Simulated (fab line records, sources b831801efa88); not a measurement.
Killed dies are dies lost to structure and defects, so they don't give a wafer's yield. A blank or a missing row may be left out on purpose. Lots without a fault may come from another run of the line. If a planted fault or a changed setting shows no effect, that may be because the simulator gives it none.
8D (eight disciplines) problem report, filled in by code | flow sky130 | the parts of the form that need people (team, actions taken, sign-off) are left out

## 1. WHAT IS WRONG
At SKY_VIA2_ETCH_14, runLengthS averages 77.43 s over 2 wafers from 2 lots, while fault-free wafers read 74.42 s, standard deviation 0.26. Relative to the usual mean, that is a shift of +12 standard deviations.
The step: etches BARC in N2/H2, stops on SiO2, time 45.9 s, target depth 60 nm.
First seen on wafer L321.2, day 38 15:11, on rieDiel-01. At this step, 18 wafers from 6 lots have a number in the record. The rule behind "out" and "out of limits": a value lying over 4 standard deviations away from the usual mean. The other wafers with a number count as sound.

## 2. WHAT IT IS, AND WHAT IT ISN'T
question                    | is                       | is not
which readings at this step | runLengthS, oesProductAu | biasW, drypumpMotorCurrentA, throttleValvePct
which lots                  | L321, L323               | L314, L334, L336, L337
which wafers of those lots  | L321.2, L323.2           | L321.1, L321.5, L323.3, L323.5
read on which tools         | rieDiel-01               | rieDiel-02, rieDiel-03
when                        | from day 38 15:11        | up to then (5 sound wafers); but 11 sound wafers of L323, L334, L336, L337 came after

## 3. WHAT RULES OUT EACH SUSPECT
Counting: a tool at a process step up to the reading stays a suspect if it ran every lot that is out. Sound lots after the first of them don't rule it out here, since some wafers of a struck lot are sound.
- cmp-02 at SKY_VIA2_CMP_02 (polishes SiO2): kept. Every lot that is out went through it, the first being L321 (day 37 12:49); the last sound lot it ran before that was L314 (day 35 06:33).
- rieDiel-01 at SKY_VIA2_ETCH_14 (etches BARC in N2/H2, stops on SiO2, time 45.9 s, target depth 60 nm): kept. Every lot that is out went through it, the first being L321 (day 38 15:11); the last sound lot it ran before that was L314 (day 36 09:46). Its own readings are out on those wafers: oesProductAu, runLengthS.
- Within rieDiel-01 at SKY_VIA2_ETCH_14: the wafers that are out ran in chamber 1; their sound lot-mates ran in chambers 0, 2.
Remaining after the count are cmp-02 at SKY_VIA2_CMP_02 and rieDiel-01 at SKY_VIA2_ETCH_14.

## 4. THE CAUSE (what the simulator had put in)
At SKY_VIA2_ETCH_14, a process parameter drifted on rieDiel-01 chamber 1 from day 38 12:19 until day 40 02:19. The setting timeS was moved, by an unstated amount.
Of the 2 suspects that counting leaves, this tool is one.

## 5. SEQUENCE OF EFFECTS, ordered by route
One row per reading whose mean, taken over the struck wafers that have a number, lies over 3 standard deviations from the usual. Only readings for which the record gives a usual standard deviation are gone through. hours: the time from each lot's start at the first step in this table that gives one to its start at this step, as a median over the lots. sigmas: the change in usual standard deviations.
hours | step             | reading      | usual      | on struck wafers | change | sigmas
0     | SKY_VIA2_ETCH_14 | oesProductAu | 0.855 a.u. | 0.827            | -0.028 | -6.0
0     | SKY_VIA2_ETCH_14 | runLengthS   | 74.42 s    | 77.43            | +3.01  | +12
The process steps in it:
- SKY_VIA2_ETCH_14: etches BARC in N2/H2, stops on SiO2, time 45.9 s, target depth 60 nm.

## 6. HOW IT WOULD HAVE BEEN CAUGHT EARLIER
3 hours passed between the start of the fault at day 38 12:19 and the first reading out of limits in this record, taken at day 38 15:11.
